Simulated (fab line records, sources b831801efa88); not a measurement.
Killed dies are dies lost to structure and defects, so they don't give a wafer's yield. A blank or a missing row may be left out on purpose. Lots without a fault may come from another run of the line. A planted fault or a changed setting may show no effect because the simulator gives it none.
Which tool did it? | flow gf180mcu | 6 lots, 18 wafers sampled, at 3 steps of a route of 602

WHAT THE GAUGES READ, wafer by wafer
GF_TOP_METAL_THK_MEAS_06: measures by xrf.
lot  | measured     | on            | TOP_METAL_ALCU_THK (nm)
L115 | day 27 20:19 | film_metro-02 | 907 907 914
L120 | day 29 17:01 | film_metro-04 | 902 898 896
L125 | day 30 22:06 | film_metro-04 | 922 909 917
L128 | day 31 10:56 | film_metro-03 | 920 921 920
L134 | day 33 00:33 | film_metro-03 | 902 904 916
L137 | day 33 14:52 | film_metro-03 | 898 907 897

WHICH TOOL RAN EACH LOT (tool, then ch and the chambers of the sampled wafers, then the start)
lot  | GF_TOP_METAL_SPUTTER_02      | GF_TOP_METAL_SPUTTER_04
L115 | pvd_sputter-02, day 27 20:06 | pvd_sputter-02, day 27 20:10
L120 | pvd_sputter-02, day 29 16:47 | pvd_sputter-02, day 29 16:51
L125 | pvd_sputter-02, day 30 21:53 | pvd_sputter-02, day 30 21:56
L128 | pvd_sputter-03, day 31 10:43 | pvd_sputter-03, day 31 10:46
L134 | pvd_sputter-04, day 33 00:20 | pvd_sputter-04, day 33 00:24
L137 | pvd_sputter-02, day 33 14:40 | pvd_sputter-02, day 33 14:43
- GF_TOP_METAL_SPUTTER_02: material AlCu, target thk 900 nm, time 47.82 s.
- GF_TOP_METAL_SPUTTER_04: material TiN, target thk 25 nm, time 20.8 s.

THE ANSWER, worked out from the rows above alone
Rule: what is usual is taken from the lots themselves. Put in order of their means at a reading, lots are off if they are a third of the lots or fewer, leave a main group of 4 or more, and stand apart from it by a gap of 3 or more times the standard deviation of the main group's means; of several such gaps the widest counts. A main group whose means are all the same, to the digits that the tables above print for the reading, isn't used. A lot without any number at a reading at which 4 lots or more have one is off too. The other lots that the step has rows for count as sound.
No lot is off at any reading shown: from this, nothing can be told.

WHAT THE SIMULATOR HAD PUT IN
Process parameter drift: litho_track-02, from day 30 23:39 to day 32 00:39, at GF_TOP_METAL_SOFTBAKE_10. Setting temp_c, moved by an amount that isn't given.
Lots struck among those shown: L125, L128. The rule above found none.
